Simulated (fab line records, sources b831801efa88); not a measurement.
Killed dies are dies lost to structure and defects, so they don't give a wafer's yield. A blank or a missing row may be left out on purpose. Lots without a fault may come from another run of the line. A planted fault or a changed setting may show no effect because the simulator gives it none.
Which tool did it? | flow gf180mcu | 6 lots, 18 wafers sampled, at 2 steps of a route of 602

WHAT THE GAUGES READ, wafer by wafer
GF_SAB_THK_MEAS_01.
lot  | measured     | on            | SAB_CVD_00_THK (nm)
L864 | day 15 02:25 | film_metro-03 | 50.8 50.7 50.1
L867 | day 16 14:25 | film_metro-03 | 50.1 50.4 49.8
L878 | day 20 12:22 | film_metro-04 | 51.2 51.3 50.8
L879 | day 20 15:52 | film_metro-02 | 49.7 51.0 50.1
L881 | day 21 05:50 | film_metro-04 | 50.2 51.0 51.0
L883 | day 22 03:22 | film_metro-03 | 49.2 49.7 50.1

WHICH TOOL RAN EACH LOT (tool, then ch and the chambers of the sampled wafers, then the start)
lot  | GF_SAB_CVD_00
L864 | pecvd-03 ch 0,1,2, day 15 02:22
L867 | pecvd-03 ch 0,1,2, day 16 14:22
L878 | pecvd-03 ch 0,1,2, day 20 12:20
L879 | pecvd-04 ch 0,2, day 20 15:49
L881 | pecvd-03 ch 0,1, day 21 05:49
L883 | pecvd-04 ch 1,2, day 22 03:19
- GF_SAB_CVD_00: deposits SiO2 from TEOS, target thk 50 nm, time 4.9302 s.

THE ANSWER, worked out from the rows above alone
Rule: what is usual is taken from the lots themselves. Put in order of their means at a reading, lots are off if they are a third of the lots or fewer, leave a main group of 4 or more, and stand apart from it by a gap of 3 or more times the standard deviation of the main group's means; of several such gaps the widest counts. A main group whose means are all the same, to the digits that the tables above print for the reading, isn't used. A lot without any number at a reading at which 4 lots or more have one is off too. The other lots that the step has rows for count as sound.
No lot is off at any reading shown: from this, nothing can be told.

WHAT THE SIMULATOR HAD PUT IN
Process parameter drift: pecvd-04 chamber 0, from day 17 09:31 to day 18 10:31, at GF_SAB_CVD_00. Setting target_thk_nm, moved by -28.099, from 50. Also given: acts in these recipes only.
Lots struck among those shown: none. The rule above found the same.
